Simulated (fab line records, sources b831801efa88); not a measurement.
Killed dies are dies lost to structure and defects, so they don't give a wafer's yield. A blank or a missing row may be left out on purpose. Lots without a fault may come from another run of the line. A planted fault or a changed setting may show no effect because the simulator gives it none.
A struck lot beside a sound one | flow gf180mcu | 15 steps out of a route of 602
Sound: wafers L556.1, L556.2, L556.3. Struck: wafers L561.3, L561.4, L561.6. The cause comes at the end.
At each step with rows: each side's tool, then ch and its chambers, then its first start. Under that, the readings that differ: sound wafers | struck wafers | difference of the means | sigmas: that difference in standard deviations of wafers without a fault.
alike: readings whose means differ by less than 2 such deviations, and words and numbers that are the same on both sides. not compared: withheld readings, readings that some wafer has no value for, bounds like >300 that may hide the same value, and numbers for which the record gives no deviation and whose values overlap.
The two part at a step that has a row with sigmas, a row that says differs or no value, or rows on one side only. Numbers that don't overlap but have no deviation are shown without sigmas and don't part them. A reading that every wafer of one side lacks parts them only if that side has two wafers or more.

GF_V5_OVL_MEAS_15:
  sound on overlay-02, day 28 17:00; struck on overlay-01, day 30 06:01
  alike: V5_OVL
GF_V5_ETCH_16: etches BARC in N2/H2.
  sound on rie_diel-04 ch 1,2,3, day 28 17:02; struck on rie_diel-03 ch 0,2, day 30 06:02
  alike: drypump_motor_current_A, oes_product_au, throttle_valve_pct
GF_V5_ETCH_17: etches SiO2 in C4F8/O2/Ar, stops on TiN, target depth 855 nm.
  sound on rie_diel-04 ch 1,2,3; struck on rie_diel-03 ch 0,2
  alike: oes_product_au
then, 3 steps without rows for these wafers: GF_V5_STRIP_18 (strips in O2/N2); GF_V5_STRIP_19 (strips in post etch residue remover, time 1200 s); GF_V5_CLEAN_20 (cleans in DIW).
GF_V5_SPUTTER_21: material Ti, target thk 15 nm, time 80.02 s.
  sound on pvd_sputter-01, day 28 17:43; struck on pvd_sputter-04, day 30 06:43
  alike: cathode_dc_power_W, throttle_valve_pct
GF_V5_SPUTTER_22: material TiN, target thk 10 nm, time 40 s.
  sound on pvd_sputter-01, day 28 17:47; struck on pvd_sputter-04, day 30 06:47
  alike: cathode_dc_power_W, throttle_valve_pct
GF_V5_CVD_23: deposits W, target thk 350 nm, time 104.9 s.
  sound on cvd_w-01 ch 0,1, day 28 17:49; struck on cvd_w-01 ch 0,1, day 30 06:52
  alike: chamber_pressure_Torr, heater_power_outer_w, heater_power_w
GF_V5_RS_MEAS_24: measures by four-point-probe.
  sound on film_metro-04, day 28 17:56; struck on film_metro-02, day 30 06:59
  alike: V5_W_RS
GF_V5_THK_MEAS_25: measures by xrf.
  sound on film_metro-04, day 28 18:04; struck on film_metro-02, day 30 07:05
  alike: V5_W_THK
then, 1 step without rows for these wafers: GF_V5_CMP_26 (polishes, stops on SiO2, t overpolish 15 s, target thk 0 nm).
GF_TOP_METAL_SPUTTER_00: material Ti, target thk 37.5 nm, time 150 s.
  sound on pvd_sputter-03, day 28 18:25; struck on pvd_sputter-02, day 30 07:25
  reading                                      | sound                | struck               | difference | sigmas
  cathode_dc_power_W (W)                       | 4000.3 3999.2 4000.9 | 3642.8 3642.8 3642.7 | -357.4     | -99 or more
  model.Ti_of_TOP_METAL_SPUTTER_00.thk_nm (nm) | 38.31 37.71 38.51    | 35.58 35.73 35.74    | -2.49      |
  alike: throttle_valve_pct
then, 1 step without rows for these wafers: GF_TOP_METAL_SPUTTER_01 (material TiN, target thk 30 nm, time 25 s).
GF_PASSIVATION_PROBE_99:
  the record has rows for the sound wafers here (prober-02, day 30 11:35) and none for the struck ones

WHERE THEY PART
First at GF_TOP_METAL_SPUTTER_00; last, within this record, at GF_PASSIVATION_PROBE_99.

WHY: what the simulator had put in
Process parameter drift: pvd_sputter-02, from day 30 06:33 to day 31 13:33, at GF_TOP_METAL_SPUTTER_00. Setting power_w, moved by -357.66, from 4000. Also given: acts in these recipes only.
